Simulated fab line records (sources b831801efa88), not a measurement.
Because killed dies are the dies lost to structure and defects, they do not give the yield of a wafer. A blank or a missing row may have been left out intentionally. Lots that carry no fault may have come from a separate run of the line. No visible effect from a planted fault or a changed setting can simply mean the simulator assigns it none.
What tool caused it?    flow sfq_line    Sampling: 7 lots, 21 wafers, 3 of 325 route steps

== WHAT THE GAUGES READ, wafer by wafer ==
SFQ_M6_RS_MEAS_938: a four-point-probe measurement.
lot   measured      on             M6_NB_RS (ohm/sq)
L240  day 61 15:56  film_metro-03  0.900 0.901 0.890
L242  day 61 19:32  film_metro-03  0.891 0.883 0.902
L244  day 61 23:07  film_metro-01  0.895 0.899 0.899
L246  day 62 02:24  film_metro-02  0.895 0.906 0.910
L254  day 72 21:25  film_metro-03  0.903 0.900 0.898
L257  day 76 07:41  film_metro-01  0.886 0.893 0.899
L261  day 77 07:10  film_metro-02  0.887 0.897 0.887

== EACH LOT AND THE TOOL THAT RAN IT (in order: tool; ch and the chambers of the sampled wafers; start) ==
lot   SFQ_TRILAYER_M2_BARC_OPEN_METAL_ETCH_077  SFQ_TRILAYER_M3_BARC_OPEN_METAL_ETCH_100
L240  rie_metal-01 ch 0,1, day 31 07:56         rie_metal-03 ch 0,1, day 38 03:25
L242  rie_metal-03 ch 0,1, day 32 03:08         rie_metal-02 ch 0,1, day 38 23:44
L244  rie_metal-02 ch 0,1, day 32 15:08         rie_metal-04 ch 0, day 39 17:58
L246  rie_metal-01 ch 0,1, day 32 23:32         rie_metal-03 ch 0,1, day 40 08:22
L254  rie_metal-02 ch 0,1, day 41 21:35         rie_metal-03 ch 0,1, day 47 09:47
L257  rie_metal-03 ch 1, day 43 01:11           rie_metal-04 ch 0,1, day 47 13:22
L261  rie_metal-03 ch 0,1, day 44 19:42         rie_metal-02 ch 0,1, day 55 11:19
- SFQ_TRILAYER_M2_BARC_OPEN_METAL_ETCH_077: etches BARC in O2, target depth 125 nm, time 41.7 s.
- SFQ_TRILAYER_M3_BARC_OPEN_METAL_ETCH_100: etches BARC in O2, target depth 125 nm, time 41.7 s.

== THE ANSWER, worked out from the rows above alone ==
Rule: the lots themselves supply what counts as usual. Put in order of their means at a reading, lots are off if they are a third of the lots or fewer, leave a main group of 4 or more, and stand apart from it by a gap of 3 or more times the standard deviation of the main group's means; of several such gaps the widest counts. Not used: any main group whose means are identical at the precision the tables above print for the reading. A lot without any number at a reading at which 4 lots or more have one is off too. Where the step has rows for the other lots, those lots are counted as sound.
No lot is off at any reading shown: from this, nothing can be told.

== WHAT THE SIMULATOR PUT IN ==
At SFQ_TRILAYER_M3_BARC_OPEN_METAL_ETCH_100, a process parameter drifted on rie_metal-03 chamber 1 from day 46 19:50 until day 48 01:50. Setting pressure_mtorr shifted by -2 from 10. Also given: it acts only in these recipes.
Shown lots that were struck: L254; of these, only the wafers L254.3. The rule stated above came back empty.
